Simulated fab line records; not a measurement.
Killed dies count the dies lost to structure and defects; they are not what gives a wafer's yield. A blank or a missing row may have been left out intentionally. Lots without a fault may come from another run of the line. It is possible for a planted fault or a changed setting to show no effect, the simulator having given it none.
A single fault, viewed from 2 desks -- flow gf180mcu -- each desk has only its own numbers; what lay behind them comes last

## TOOL OWNER'S DESK, lithoTrack-01
The tool's own readings at GF_NWELL_COAT_02 (resist thk 3000 nm): means of the sampled wafers that have a number, for each lot that ran on this tool. Any lot whose mean is over 4 standard deviations away from the usual mean is out of limits and marked OUT; that distance is given in the brackets.
Columns: A = spinSpeedRpm at GF_NWELL_COAT_02, usual 2000.2 rpm
lot,first seen here,A
L594,day 5 10:24,1998.8
L596,day 5 23:46,1999.3
Finding of this desk: none of the 2 lots has anything out of limits.

## THE METROLOGY DESK
What the gauges read for every lot (on any tool): the sampled wafers with a number, averaged. Any lot whose mean is over 4 standard deviations away from the usual mean is out of limits and marked OUT; that distance is given in the brackets.
Columns: A = STI_OXIDATION_02_THK at GF_STI_THK_MEAS_30, usual 10.01 nm; B = DNWELL_TW at GF_DNWELL_TW_MEAS_09, usual 1361; C = LVPWELL_OVL at GF_LVPWELL_OVL_MEAS_07, usual 0.9 nm
lot,first seen here,A,B,C
L583,day 2 11:38,9.92,1361,3.7
L584,day 2 16:21,9.82,1363,2.3
L585,day 2 20:03,10.00,1356,0.7
L586,day 3 06:21,10.19,1364,0.9
L592,day 4 04:14,10.11,1354,2.2
L594,day 4 14:02,10.21,1362,0.2
L595,day 4 20:55,10.15,1363,1.0
L596,day 5 01:50,10.25,1358,1.2
L597,day 5 07:13,10.13,1371,0.8
L598,day 5 11:48,10.04,1361,1.0
L602,day 6 07:55,10.29,1371,2.1
L604,day 6 21:44,10.23,1363,1.6
L605,day 7 01:23,9.96,1372,-0.8
Finding of this desk: none of the 13 lots has anything out of limits.

## BROUGHT TOGETHER
The tool owner's desk saw nothing out of limits.
Nothing out of limits was seen by the metrology desk.

## WHAT THE SIMULATOR HAD INSERTED
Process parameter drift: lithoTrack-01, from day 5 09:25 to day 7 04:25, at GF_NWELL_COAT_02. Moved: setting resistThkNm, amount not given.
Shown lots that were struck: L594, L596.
